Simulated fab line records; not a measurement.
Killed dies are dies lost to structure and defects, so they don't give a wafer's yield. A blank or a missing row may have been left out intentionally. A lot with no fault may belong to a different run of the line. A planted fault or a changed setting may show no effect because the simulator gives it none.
Chamber matching :: flow gf180mcu :: GF_V5_CVD_02 on pecvd-04: 3 sister chambers
The step deposits SiO2 from TEOS, target thk 1450 nm, time 163.28 s. 6 wafers are shown with their chamber, then 9 later ones without.

EACH WAFER AND ITS CHAMBER
wafer: L649.1
chamber: 1
heater_power_w (W): 624

wafer: L649.4
chamber: 1
heater_power_w (W): 747

wafer: L649.5
chamber: 0
heater_power_w (W): 770

wafer: L650.1
chamber: 2
heater_power_w (W): 549

wafer: L650.2
chamber: 0
heater_power_w (W): 857

wafer: L650.4
chamber: 2
heater_power_w (W): 634

WAFERS WHOSE CHAMBER IS MISSING
wafer: L658.1
heater_power_w (W): 639

wafer: L658.3
heater_power_w (W): 896

wafer: L658.5
heater_power_w (W): 961

wafer: L661.1
heater_power_w (W): 643

wafer: L661.4
heater_power_w (W): 527

wafer: L661.5
heater_power_w (W): 947

wafer: L662.2
heater_power_w (W): 882

wafer: L662.3
heater_power_w (W): 571

wafer: L662.4
heater_power_w (W): 625

EACH ONE'S CHAMBER
wafer: L658.1
from the rows above: can't be placed: 1 or 2 or 0
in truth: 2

wafer: L658.3
from the rows above: can't be placed: 0 or 1
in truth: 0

wafer: L658.5
from the rows above: can't be placed: 0 or 1
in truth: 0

wafer: L661.1
from the rows above: can't be placed: 1 or 2 or 0
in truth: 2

wafer: L661.4
from the rows above: can't be placed: 2 or 1
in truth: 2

wafer: L661.5
from the rows above: can't be placed: 0 or 1
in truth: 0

wafer: L662.2
from the rows above: can't be placed: 0 or 1
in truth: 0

wafer: L662.3
from the rows above: can't be placed: 2 or 1
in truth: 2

wafer: L662.4
from the rows above: can't be placed: 2 or 1
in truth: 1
0 of 9 placed correctly. From these rows, 9 cannot be placed; in 9 the true chamber is one of the candidates. 0 placed wrongly.
How it was worked out, from the rows above alone: a wafer's distance from a chamber is the root of the sum, over the readings, of the square of ((its reading less the chamber's mean) divided by the reading's scatter). If the next closest chamber is less than 2 further off than the closest, the wafer can't be placed; otherwise it belongs to the closest. A chamber's mean is the mean of its shown wafers. How the scatter is found: for the shown wafers, subtract from each reading the mean of its chamber, square and add these, divide the total by (wafers less chambers), then take the root.
